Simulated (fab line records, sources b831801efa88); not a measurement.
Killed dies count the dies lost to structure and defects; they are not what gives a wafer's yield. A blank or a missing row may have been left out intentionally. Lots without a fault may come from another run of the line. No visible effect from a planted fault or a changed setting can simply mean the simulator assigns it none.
Split-lot trial	flow sky130	23 wafers read across 5 lots, on a route 708 steps long

## SPLIT DETAILS
At SKY_VT_ADJUST_HVTR_STRIP_10 (strips in O2/N2), the setting power_w was moved away from the recipe's 1400 W on 8 of the 23 wafers read, by -7.4% to +6.5%. For the rest of the wafers, this setting stayed at what the recipe calls for.

The reading comes from the split's own step.

## THE READING
oes_product_au, in a.u., at SKY_VT_ADJUST_HVTR_STRIP_10 (strips in O2/N2). On this fab line, fault-free wafers typically give 0.715 a.u. with a standard deviation of 0.0038 a.u.

wafer	tool, chamber at the split	power_w as run, W	against the recipe	oes_product_au, a.u.	against lot-mates on the recipe
L077.1	plasma_asher-04, 1	1400	recipe	0.709	-
L077.2	plasma_asher-04, 0	1400	recipe	0.713	-
L077.3	plasma_asher-04, 0	1297	-7.4%	0.684	-0.028
L077.5	plasma_asher-04, 0	1400	recipe	0.714	-
L077.6	plasma_asher-04, 1	1297	-7.4%	0.691	-0.021
L079.1	plasma_asher-01, 0	1400	recipe	0.715	-
L079.2	plasma_asher-01, 1	1400	recipe	0.716	-
L079.3	plasma_asher-01, 0	1400	recipe	0.703	-
L079.4	plasma_asher-01, 1	1321	-5.6%	0.689	-0.022
L079.6	plasma_asher-01, 0	1321	-5.6%	0.695	-0.016
L080.1	plasma_asher-01, 0	1400	recipe	0.718	-
L080.2	plasma_asher-01, 1	1400	recipe	0.714	-
L080.4	plasma_asher-01, 0	1491	+6.5%	0.736	+0.021
L080.5	plasma_asher-01, 1	1491	+6.5%	0.736	+0.021
L080.6	plasma_asher-01, 0	1400	recipe	0.713	-
L084.1	plasma_asher-04, 0	1400	recipe	0.712	-
L084.3	plasma_asher-04, 1	1400	recipe	0.710	-
L084.4	plasma_asher-04, 0	1400	recipe	0.707	-
L084.5	plasma_asher-04, 0	1466	+4.7%	0.731	+0.021
L084.6	plasma_asher-04, 1	1466	+4.7%	0.730	+0.020
L085.3	plasma_asher-04, 0	1400	recipe	0.716	-
L085.4	plasma_asher-04, 1	1400	recipe	0.718	-
L085.5	plasma_asher-04, 0	1400	recipe	0.716	-

THE FIT
A straight line over all 23 wafers: oes_product_au changes by +0.00358 a.u. for each +1% of power_w; r = +0.96; the points scatter about the line by 0.0037 a.u.
The same after taking each lot's own level away (the mean of its wafers on the recipe; 23 wafers): +0.00349 a.u. for each +1%; r = +0.97; scatter 0.0033 a.u.
On that fit, the largest move of power_w shifts the reading by 0.026 a.u.
The lots' own levels span 0.7097 to 0.7167 a.u., that is 1.8 times the standard deviation above.
The two slopes are in agreement: the lot-to-lot level therefore moves the slope only a little.
Check: with one of the wafers moved furthest among these (-7.4%) left out of the fit, the line predicts -0.0245 a.u. for it against its lot-mates. Against them it came out at -0.028 a.u.
Tool readings at the split's step, against how far the setting was moved: oes_product_au r = +0.96; strip_time_to_endpoint_s r = -1.00.

## OTHER SPLITS APPLIED TO THESE WAFERS
Before the reading, these wafers also passed through other splits. Each is held against what the fit with the lots' levels taken away leaves over:
other split on the same wafers	wafers away from the commonest value	r with oes_product_au (lot level and that fit taken away)
SKY_VT_ADJUST_LVTN_DEVELOP_17 dev_temp_c	9	+0.19
SKY_VT_ADJUST_NCORE_DEVELOP_06 dev_temp_c	11	+0.12

## THE WHOLE CHAIN: every reading that the file lists as answering this split, in the file's order
step	what it does	reading	change (the file's fit)	r (the file's)
SKY_VT_ADJUST_HVTR_STRIP_10	strips in O2/N2	oes_product_au	+0.00353 a.u. for each +1% of the setting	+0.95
SKY_VT_ADJUST_HVTR_STRIP_10	strips in O2/N2	strip_time_to_endpoint_s	withheld for each +1% of the setting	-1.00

## FILE'S OWN FIT
oes_product_au changes by +0.00353 a.u. for each +1% of power_w, r = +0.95.
